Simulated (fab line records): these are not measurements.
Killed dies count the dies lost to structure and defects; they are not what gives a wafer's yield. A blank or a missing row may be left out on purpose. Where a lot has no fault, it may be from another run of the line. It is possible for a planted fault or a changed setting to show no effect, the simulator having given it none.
fab line records + flow sky130
record
- lots=10
- wafers=30
- last-day=50
route steps=708 shown METAL1@440 VIA1@479 METAL3@532 CAP2M@617 PAD_OPEN@708
lots that met no fault: from a run of the same line without faults
start-h: start of the lot's first displayed wafer, in hours after the record's first day + wait-h: hours elapsed since this lot's preceding step + " unchanged from the row above + L1.1+2: one row covering several wafers at once + - no value, or no start given + * or withheld: withheld + < > ~ a bound
route shown NAME@n: NAME is a module with steps in the file, n the number in the route of the first one + usual: average and standard deviation across the fault-free wafers + same: alike in all rows + chamber/n: place in a boat + sites: the reading at each site + _std_site: standard deviation of those values + _edge_site: outer sites' mean less inner sites' + radius-mm: for every site, how far away it sits from the centre of the wafer + mask NAME#n: copy n + behind: tool/chamber where the wafer was last shaped + hold: the reason the lot was held/the length of the hold in hours/how it ended + device: which transistor (n, p or np) failed to switch + end of line: tests of these same wafers at the route's end + a step given without rows: its recipe and nothing more + killed: dies that structure and defects cost at the first sort, which is not the same as the wafer's yield + map: per-die view of a wafer (x killed, . not killed, _ where there is no die)
set.NAME: the run value of the setting; set.NAME@STEP: its run value at that earlier step + model.NAME: the simulator's own value behind a step, which no gauge read
route steps across a sampled set of lots; one table per step, one row per wafer
services: from which hour (start-h, from the record's first day; less than 0 if before it) a tool's chamber was out of use, for how many hours, and why
## steps
# step SKY_METAL1_THK_MEAS_06
# recipe
- thk-meas-gauge=xrf
- reads=AlCu_of_METAL1_SPUTTER_02
# usual
- METAL1_ALCU_THK=254/3.3
| lot.wafer | tool          | chamber | start-h | wait-h | METAL1_ALCU_THK[nm] |
|-----------|---------------|---------|---------|--------|---------------------|
| L800.1    | film-metro-01 | -       | 730.46  | 0.1    | 251                 |
| L800.4    | "             | -       | "       | "      | 254                 |
| L800.6    | "             | -       | "       | "      | 253                 |
| L801.3    | film-metro-04 | -       | 742.41  | 0.1    | 252                 |
| L801.5    | "             | -       | "       | "      | 256                 |
| L801.6    | "             | -       | "       | "      | 256                 |
| L808.1    | film-metro-03 | -       | 795.86  | 0.1    | 251                 |
| L808.4    | "             | -       | "       | "      | 254                 |
| L808.5    | "             | -       | "       | "      | 255                 |
| L811.1    | film-metro-04 | -       | 821.94  | 0.1    | 257                 |
| L811.2    | "             | -       | "       | "      | 254                 |
| L811.4    | "             | -       | "       | "      | 256                 |
| L813.1    | film-metro-03 | -       | 842.62  | 0.1    | 250                 |
| L813.2    | "             | -       | "       | "      | 247                 |
| L813.3    | "             | -       | "       | "      | 248                 |
| L819.1    | film-metro-03 | -       | 877.74  | 0.1    | 251                 |
| L819.5    | "             | -       | "       | "      | 251                 |
| L819.6    | "             | -       | "       | "      | 251                 |
| L820.1    | film-metro-03 | -       | 883.69  | 0.1    | 256                 |
| L820.2    | "             | -       | "       | "      | 253                 |
| L820.5    | "             | -       | "       | "      | 254                 |
| L821.2    | film-metro-04 | -       | 891.93  | 0.1    | 258                 |
| L821.3    | "             | -       | "       | "      | 253                 |
| L821.4    | "             | -       | "       | "      | 252                 |
| L822.3    | film-metro-04 | -       | 900.61  | 0.1    | 251                 |
| L822.4    | "             | -       | "       | "      | 255                 |
| L822.5    | "             | -       | "       | "      | 254                 |
| L823.2    | film-metro-03 | -       | 908.74  | 0.1    | 251                 |
| L823.3    | "             | -       | "       | "      | 251                 |
| L823.6    | "             | -       | "       | "      | 254                 |
# step SKY_VIA1_CVD_21
# recipe
- material=W
- target-thk-nm=270
- time-s=80.902
- temp-c=400
- pressure-torr=40
# usual
- heater-power-w=831/59
- susceptor-temp-C=400.00/0.21
| lot.wafer | tool     | chamber | start-h | wait-h | heater-power-w | susceptor-temp-C |
|-----------|----------|---------|---------|--------|----------------|------------------|
| L800.1    | cvd-w-01 | 1       | 786.16  | 0.0    | 900            | 399.82           |
| L800.4    | "        | 1       | "       | "      | 927            | 399.99           |
| L800.6    | "        | 1       | "       | "      | 927            | 399.82           |
| L801.3    | cvd-w-02 | 1       | 797.40  | 0.1    | 828            | 400.30           |
| L801.5    | "        | 0       | "       | "      | 823            | 400.17           |
| L801.6    | "        | 1       | "       | "      | 877            | 400.18           |
| L808.1    | cvd-w-02 | 0       | 850.44  | 0.0    | 818            | 400.07           |
| L808.4    | "        | 1       | "       | "      | 833            | 399.70           |
| L808.5    | "        | 0       | "       | "      | 815            | 400.15           |
| L811.1    | cvd-w-02 | 1       | 875.76  | 0.0    | 852            | 399.45           |
| L811.2    | "        | 0       | "       | "      | 809            | 400.07           |
| L811.4    | "        | 0       | "       | "      | 838            | 399.86           |
| L813.1    | cvd-w-01 | 1       | 896.65  | 0.0    | 922            | 399.93           |
| L813.2    | "        | 0       | "       | "      | 743            | 400.01           |
| L813.3    | "        | 0       | "       | "      | 743            | 400.11           |
| L819.1    | cvd-w-01 | 0       | 929.57  | 0.0    | 695            | 399.98           |
| L819.5    | "        | 0       | "       | "      | 689            | 399.79           |
| L819.6    | "        | 1       | "       | "      | 863            | 400.06           |
| L820.1    | cvd-w-01 | 0       | 935.32  | 0.0    | 724            | 399.67           |
| L820.2    | "        | 1       | "       | "      | 884            | 400.54           |
| L820.5    | "        | 0       | "       | "      | 703            | 399.92           |
| L821.2    | cvd-w-01 | 0       | 944.60  | 0.0    | 703            | 400.19           |
| L821.3    | "        | 1       | "       | "      | 864            | 399.96           |
| L821.4    | "        | 0       | "       | "      | 731            | 400.32           |
| L822.3    | cvd-w-01 | 0       | 952.34  | 0.1    | 722            | 399.96           |
| L822.4    | "        | 1       | "       | "      | 860            | 400.14           |
| L822.5    | "        | 0       | "       | "      | 726            | 400.47           |
| L823.2    | cvd-w-02 | 0       | 960.16  | 0.0    | 850            | 400.04           |
| L823.3    | "        | 1       | "       | "      | 850            | 400.05           |
| L823.6    | "        | 0       | "       | "      | 833            | 399.62           |
# step SKY_METAL3_SPUTTER_00
# recipe
- material=Ti
- target-thk-nm=15
- power-w=3000
- time-s=10
- chamber-pressure-pa=0.4
# usual
- throttle-valve-pct=30.4/0.91
| lot.wafer | tool           | chamber | start-h | wait-h | throttle-valve-pct |
|-----------|----------------|---------|---------|--------|--------------------|
| L800.1    | pvd-sputter-02 | -       | 842.70  | 0.2    | 29.4               |
| L800.4    | "              | -       | "       | "      | 29.5               |
| L800.6    | "              | -       | "       | "      | 29.3               |
| L801.3    | pvd-sputter-01 | -       | 855.88  | 0.1    | 29.7               |
| L801.5    | "              | -       | "       | "      | 30.2               |
| L801.6    | "              | -       | "       | "      | 31.8               |
| L808.1    | pvd-sputter-02 | -       | 905.44  | 0.1    | 29.8               |
| L808.4    | "              | -       | "       | "      | 29.4               |
| L808.5    | "              | -       | "       | "      | 29.2               |
| L811.1    | pvd-sputter-02 | -       | 930.21  | 0.1    | 29.5               |
| L811.2    | "              | -       | "       | "      | 31.9               |
| L811.4    | "              | -       | "       | "      | 29.7               |
| L813.1    | pvd-sputter-01 | -       | 950.46  | 0.1    | 29.7               |
| L813.2    | "              | -       | "       | "      | 30.2               |
| L813.3    | "              | -       | "       | "      | 30.3               |
| L819.1    | pvd-sputter-01 | -       | 982.11  | 0.1    | 31.8               |
| L819.5    | "              | -       | "       | "      | 29.6               |
| L819.6    | "              | -       | "       | "      | 31.6               |
| L820.1    | pvd-sputter-01 | -       | 987.97  | 0.2    | 31.9               |
| L820.2    | "              | -       | "       | "      | 30.2               |
| L820.5    | "              | -       | "       | "      | 30.4               |
| L821.2    | pvd-sputter-04 | -       | 996.56  | 0.2    | 32.2               |
| L821.3    | "              | -       | "       | "      | 30.7               |
| L821.4    | "              | -       | "       | "      | 30.2               |
| L822.3    | pvd-sputter-01 | -       | 1003.36 | 0.1    | 31.4               |
| L822.4    | "              | -       | "       | "      | 30.1               |
| L822.5    | "              | -       | "       | "      | 31.6               |
| L823.2    | pvd-sputter-02 | -       | 1011.21 | 0.2    | 29.5               |
| L823.3    | "              | -       | "       | "      | 29.3               |
| L823.6    | "              | -       | "       | "      | 29.3               |
# step SKY_CAP2M_STRIP_14
# recipe
- chemistry=O2/N2
- power-w=1400
- pressure-mtorr=1500
- platen-temp-c=withheld
- o2-flow-sccm=3000
- n2-flow-sccm=300
- overash-fraction=0.5
# usual
- drypump-motor-current-A=5.7/0.41
- oes-product-au=0.710/0.0042
- strip-time-to-endpoint-s=12.65/0.046
| lot.wafer | tool            | chamber | start-h | wait-h | drypump-motor-current-A | oes-product-au | rf-hours-counter-h | strip-time-to-endpoint-s |
|-----------|-----------------|---------|---------|--------|-------------------------|----------------|--------------------|--------------------------|
| L800.1    | plasma-asher-01 | 1       | 948.26  | 0.1    | 5.9                     | 0.706          | 85                 | 12.69                    |
| L800.4    | "               | 1       | "       | "      | 5.9                     | 0.711          | -                  | 12.69                    |
| L800.6    | "               | 0       | "       | "      | 5.9                     | 0.702          | -                  | 12.62                    |
| L801.3    | plasma-asher-01 | 1       | 961.26  | 0.1    | 5.9                     | 0.715          | -                  | 12.69                    |
| L801.5    | "               | 1       | "       | "      | 5.9                     | 0.708          | -                  | 12.67                    |
| L801.6    | "               | 0       | "       | "      | 5.9                     | 0.714          | -                  | 12.71                    |
| L808.1    | plasma-asher-04 | 0       | 1007.15 | 0.1    | 4.8                     | 0.722          | 25                 | 12.67                    |
| L808.4    | "               | 1       | "       | "      | 5.9                     | 0.710          | -                  | 12.63                    |
| L808.5    | "               | 1       | "       | "      | 5.9                     | 0.715          | -                  | 12.69                    |
| L811.1    | plasma-asher-01 | 0       | 1027.89 | 0.1    | 5.9                     | 0.715          | 93                 | 12.67                    |
| L811.2    | "               | 1       | "       | "      | 5.9                     | 0.712          | 93                 | 12.63                    |
| L811.4    | "               | 1       | "       | "      | 5.9                     | 0.712          | -                  | 12.63                    |
| L813.1    | plasma-asher-01 | 1       | 1048.58 | 0.1    | 5.9                     | 0.710          | 95                 | 12.64                    |
| L813.2    | "               | 0       | "       | "      | 5.9                     | 0.712          | 95                 | 12.60                    |
| L813.3    | "               | 0       | "       | "      | 5.9                     | 0.712          | -                  | 12.59                    |
| L819.1    | plasma-asher-04 | 0       | 1076.65 | 0.1    | 4.8                     | 0.708          | 32                 | 12.63                    |
| L819.5    | "               | 1       | "       | "      | 5.9                     | 0.707          | -                  | 12.62                    |
| L819.6    | "               | 0       | "       | "      | 4.8                     | 0.713          | -                  | 12.65                    |
| L820.1    | plasma-asher-02 | 0       | 1083.15 | 0.1    | 6.0                     | 0.715          | 2                  | 12.61                    |
| L820.2    | "               | 1       | "       | "      | 5.6                     | 0.705          | 2                  | 12.59                    |
| L820.5    | "               | 1       | "       | "      | 5.6                     | 0.710          | -                  | 12.60                    |
| L821.2    | plasma-asher-04 | 1       | 1088.79 | 0.1    | 5.9                     | 0.716          | 34                 | 12.67                    |
| L821.3    | "               | 0       | "       | "      | 4.8                     | 0.714          | -                  | 12.63                    |
| L821.4    | "               | 1       | "       | "      | 5.9                     | 0.704          | -                  | 12.64                    |
| L822.3    | plasma-asher-02 | 0       | 1095.56 | 0.1    | 6.0                     | 0.710          | -                  | 12.63                    |
| L822.4    | "               | 1       | "       | "      | 5.6                     | 0.710          | -                  | 12.68                    |
| L822.5    | "               | 0       | "       | "      | 6.0                     | 0.710          | -                  | 12.63                    |
| L823.2    | plasma-asher-01 | 1       | 1101.72 | 0.1    | 5.9                     | 0.715          | 100                | 12.71                    |
| L823.3    | "               | 0       | "       | "      | 5.9                     | 0.707          | -                  | 12.70                    |
| L823.6    | "               | 1       | "       | "      | 5.9                     | 0.713          | -                  | 12.70                    |
# step SKY_PAD_OPEN_PROBE_99
# usual
- defect-limited-yield=82.6/1.8
- killed_at_M0_to_M3=43/6.4
- killed_at_M4_up=2.8/1.7
- killed-at-contacts=24/5.5
- killed-at-front-end=15/4
- killed-at-other=0.3/0.54
- killed-dies=86/9.1
- killed-open=47/6.6
- killed-short=39/6.2
- sort_bin_3_pad_short=0.9/0.45
- sort_bin_5_function=10.4/1.4
- sort_bin_6_memory=6.2/1.1
- sort-n-pass=406/9.1
- sort-yield-pct=82.6/1.8
# same
- gross-dies=492
- killed-at-back-side=0
- sort_bin_4_leakage[%]=0
- sort_bin_8_speed[%]=0
| lot.wafer | tool      | chamber | start-h | wait-h | defect-limited-yield[%] | killed_at_M0_to_M3 | killed_at_M4_up | killed-at-contacts | killed-at-front-end | killed-at-other | killed-dies | killed-open | killed-short | sort_bin_3_pad_short[%] | sort_bin_5_function[%] | sort_bin_6_memory[%] | sort-n-pass | sort-yield-pct[%] |
|-----------|-----------|---------|---------|--------|-------------------------|--------------------|-----------------|--------------------|---------------------|-----------------|-------------|-------------|--------------|-------------------------|------------------------|----------------------|-------------|-------------------|
| L808.1    | prober-02 | -       | 1123.64 | 0.1    | 75.2                    | 79                 | 4               | 23                 | 16                  | 0               | 122         | 35          | 37           | 3.5                     | 15.7                   | 5.7                  | 370         | 75.2              |
| L808.4    | prober-02 | -       | 1123.79 | 0.2    | 83.5                    | 49                 | 4               | 13                 | 15                  | 0               | 81          | 45          | 36           | 0.6                     | 9.1                    | 6.7                  | 411         | 83.5              |
| L808.5    | prober-02 | -       | 1123.84 | 0.2    | 75.0                    | 94                 | 2               | 16                 | 11                  | 0               | 123         | 42          | 32           | 1.8                     | 17.5                   | 5.7                  | 369         | 75.0              |
| L811.1    | prober-01 | -       | 1137.32 | 0.1    | 82.7                    | 42                 | 3               | 20                 | 20                  | 0               | 85          | 42          | 43           | 0.4                     | 11.6                   | 5.3                  | 407         | 82.7              |
| L811.2    | prober-01 | -       | 1137.37 | 0.1    | 73.4                    | 91                 | 5               | 23                 | 12                  | 0               | 131         | 51          | 30           | 2.4                     | 16.3                   | 7.9                  | 361         | 73.4              |
| L811.4    | prober-01 | -       | 1137.47 | 0.2    | 77.6                    | 80                 | 2               | 16                 | 12                  | 0               | 110         | 36          | 29           | 3.0                     | 15.4                   | 3.9                  | 382         | 77.6              |
# killed by level:class
L808.1 VIA1:unspecified=50 CONTACT:geometric-particle:open=9 LI_CONTACT:geometric-particle:open=6 VIA1:geometric-particle:open=6 VIA1:geometric-particle:short=5 POLY_GATE:geometric-particle:short=5 LOCAL_INTERCONNECT:geometric-particle:short=4 METAL2:geometric-particle:short=4
L808.4 VIA1:geometric-particle:open=14 VIA2:geometric-particle:open=7 VIA3:geometric-particle:open=6 LI_CONTACT:geometric-particle:open=6 METAL2:geometric-particle:short=6 FIELD_ISO:geometric-particle:short=5 FIELD_ISO:geometric-particle:open=5 VIA1:geometric-particle:short=5
L808.5 VIA1:unspecified=49 VIA1:geometric-particle:open=16 CONTACT:geometric-particle:open=9 METAL2:geometric-particle:short=5 VIA1:geometric-particle:short=4 VIA2:geometric-particle:open=4 METAL3:geometric-particle:short=4 FIELD_ISO:geometric-particle:open=3
L811.1 CONTACT:geometric-particle:short=9 VIA1:geometric-particle:open=8 VIA2:geometric-particle:open=7 VIA2:geometric-particle:short=6 FIELD_ISO:geometric-particle:short=5 POLY_GATE:geometric-particle:open=5 CONTACT:geometric-particle:open=5 VIA3:geometric-particle:short=5
L811.2 VIA1:unspecified=50 VIA1:geometric-particle:open=14 CONTACT:geometric-particle:open=11 VIA1:geometric-particle:short=7 VIA2:geometric-particle:open=6 METAL3:geometric-particle:short=5 LI_CONTACT:geometric-particle:open=4 LOCAL_INTERCONNECT:geometric-particle:open=3
L811.4 VIA1:unspecified=45 METAL1:geometric-particle:short=8 VIA3:geometric-particle:open=7 LI_CONTACT:geometric-particle:open=6 VIA1:geometric-particle:short=4 CONTACT:geometric-particle:open=4 VIA1:geometric-particle:open=4 VIA2:geometric-particle:open=4
## services
| tool            | chamber | start-h | hours | kind   |
|-----------------|---------|---------|-------|--------|
| pvd-sputter-02  | -       | 770.12  | 0.5   | repair |
| cvd-w-01        | 0       | 808.64  | 6.7   | repair |
| plasma-asher-04 | -       | 810.80  | 2.8   | pm     |
| plasma-asher-02 | -       | 835.28  | 1.9   | repair |
| cvd-w-02        | 1       | 864.17  | 7.4   | repair |
| pvd-sputter-01  | -       | 877.67  | 0.8   | repair |
| cvd-w-01        | -       | 904.00  | 14.0  | pm     |
| pvd-sputter-01  | -       | 919.69  | 3.4   | repair |
| pvd-sputter-01  | -       | 956.24  | 1.9   | repair |
| pvd-sputter-04  | -       | 970.30  | 1.8   | repair |
| plasma-asher-04 | -       | 972.01  | 10.1  | pm     |
| pvd-sputter-01  | -       | 980.33  | 1.0   | repair |
| cvd-w-02        | -       | 981.49  | 6.9   | pm     |
| plasma-asher-04 | -       | 986.84  | 3.7   | repair |
| plasma-asher-04 | -       | 988.01  | 4.1   | repair |
| cvd-w-01        | -       | 990.59  | 6.9   | pm     |
| pvd-sputter-02  | -       | 994.26  | 3.7   | repair |
| cvd-w-01        | -       | 1002.42 | 6.1   | repair |
| plasma-asher-02 | -       | 1055.25 | 9.0   | pm     |
| cvd-w-02        | 0       | 1058.67 | 5.3   | repair |
| cvd-w-01        | -       | 1061.01 | 2.0   | repair |
| cvd-w-02        | -       | 1066.45 | 4.8   | repair |
| plasma-asher-01 | -       | 1073.37 | 6.3   | repair |
| plasma-asher-02 | -       | 1096.15 | 5.8   | repair |
## key
first-sign
- step=SKY_PAD_OPEN_PROBE_99
- reading=killed_at_M0_to_M3
- direction=up
- sigmas=6.7
- usual=43
- struck=86
effect
- step=SKY_PAD_OPEN_PROBE_99
- reading=sort_bin_5_function
- direction=up
- sigmas=4.2
- usual=10.4
- struck=16.2
met-at SKY_VIA1_CVD_21
struck-lots L808,L811
struck-wafers L808.1,L808.5,L811.2,L811.4
not-acting-at SKY_METAL1_THK_MEAS_06,SKY_METAL3_SPUTTER_00,SKY_CAP2M_STRIP_14
onset-between 797.40 850.44
fault
- kind=chamber-particle-source
- tool=cvd-w-02
- chamber=0
- onset-h=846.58
- steps=SKY_VIA1_CVD_21
- rate-per-visit-cm2=0.92085
- end-h=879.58
